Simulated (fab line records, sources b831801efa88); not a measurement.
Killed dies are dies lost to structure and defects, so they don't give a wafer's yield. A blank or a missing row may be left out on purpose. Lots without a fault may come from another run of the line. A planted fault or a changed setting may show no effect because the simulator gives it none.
Problem report in the 8D (eight disciplines) form, filled by code | flow sky130 | the parts of the form that need people (team, actions taken, sign-off) are left out

1. THE PROBLEM
platen_rpm at SKY_VIA3_CMP_24 reads a mean of 66.01 rpm on 1 wafer of 1 lot; wafers without a fault read 60.00 rpm with a standard deviation of 0.044. That is +99 or more standard deviations from the usual mean.
The step: polishes, stops on SiO2, t overpolish 20 s, target thk 0 nm.
First seen on wafer L454.2, day 43 16:14, on cmp-02. The record holds 36 wafers of 12 lots with a number at this step. Rule for "out", or "out of limits": more than 4 standard deviations from the usual mean. The other wafers with a number count as sound.

2. WHAT IT IS AND WHAT IT IS NOT
question                    | is                | is not
which readings at this step | platen_rpm        | motor_current_A, overpolish_run_s, time_to_endpoint_s
which lots                  | L454              | L441, L443, L444, L445, L447, L448, L449, L456, L461, L463, L464
which wafers of those lots  | L454.2            | L454.1, L454.5
read on which tools         | cmp-02            | cmp-01
when                        | from day 43 16:14 | up to then (23 sound wafers); but 12 sound wafers of L456, L461, L463, L464 came after

3. SUSPECTS, AND WHAT RULES EACH OUT
Counting: a tool at a process step up to the reading stays a suspect if it ran every lot that is out. Sound lots after the first of them don't rule it out here, since some wafers of a struck lot are sound.
- rie_diel-03 at SKY_VIA3_ETCH_15 (etches SiO2 in C4F8/O2/Ar, stops on TiN, target depth 507 nm, time 78 s): kept. It ran the lot that is out, L454 (day 43 15:07); its last sound lot up to then is L445 (day 40 15:40).
- pvd_sputter-04 at SKY_VIA3_SPUTTER_20 (material TiN, target thk 20 nm, time 80 s): kept. It ran the lot that is out, L454 (day 43 15:46); its last sound lot up to then is L448 (day 41 22:50).
- cmp-02 at SKY_VIA3_CMP_24 (polishes, stops on SiO2, t overpolish 20 s, target thk 0 nm): kept. It ran the lot that is out, L454 (day 43 16:14); its last sound lot up to then is L449 (day 42 04:10). Its own readings are out on those wafers: platen_rpm.
- Within rie_diel-03 at SKY_VIA3_ETCH_15: the wafers that are out ran in chamber 1; their sound lot-mates ran in chamber 2.
- Within cmp-02 at SKY_VIA3_CMP_24: the wafers that are out ran in chamber 2; their sound lot-mates ran in chambers 1, 3.
Left after counting: rie_diel-03 at SKY_VIA3_ETCH_15, pvd_sputter-04 at SKY_VIA3_SPUTTER_20, cmp-02 at SKY_VIA3_CMP_24.

4. THE CAUSE (what the simulator had put in)
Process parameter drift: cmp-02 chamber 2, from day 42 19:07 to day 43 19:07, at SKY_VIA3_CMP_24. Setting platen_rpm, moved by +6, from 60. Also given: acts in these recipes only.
Counting left 3 suspects, and this tool is among them.

5. THE CHAIN OF EFFECTS, in route order
Each row: a reading whose mean over the struck wafers that have a number lies more than 3 standard deviations from the usual. Only readings for which the record gives a usual standard deviation are gone through. hours: the time from each lot's start at the first step in this table that gives one to its start at this step, as a median over the lots. sigmas: the change in usual standard deviations.
hours | step            | reading    | usual     | on struck wafers | change | sigmas
0     | SKY_VIA3_CMP_24 | platen_rpm | 60.00 rpm | 66.01            | +6.01  | +99 or more
The process steps in it:
- SKY_VIA3_CMP_24: polishes, stops on SiO2, t overpolish 20 s, target thk 0 nm.

6. WHAT WOULD HAVE CAUGHT IT SOONER
In this record the first reading out of limits was taken at day 43 16:14, 21 hours after the fault began at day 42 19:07.
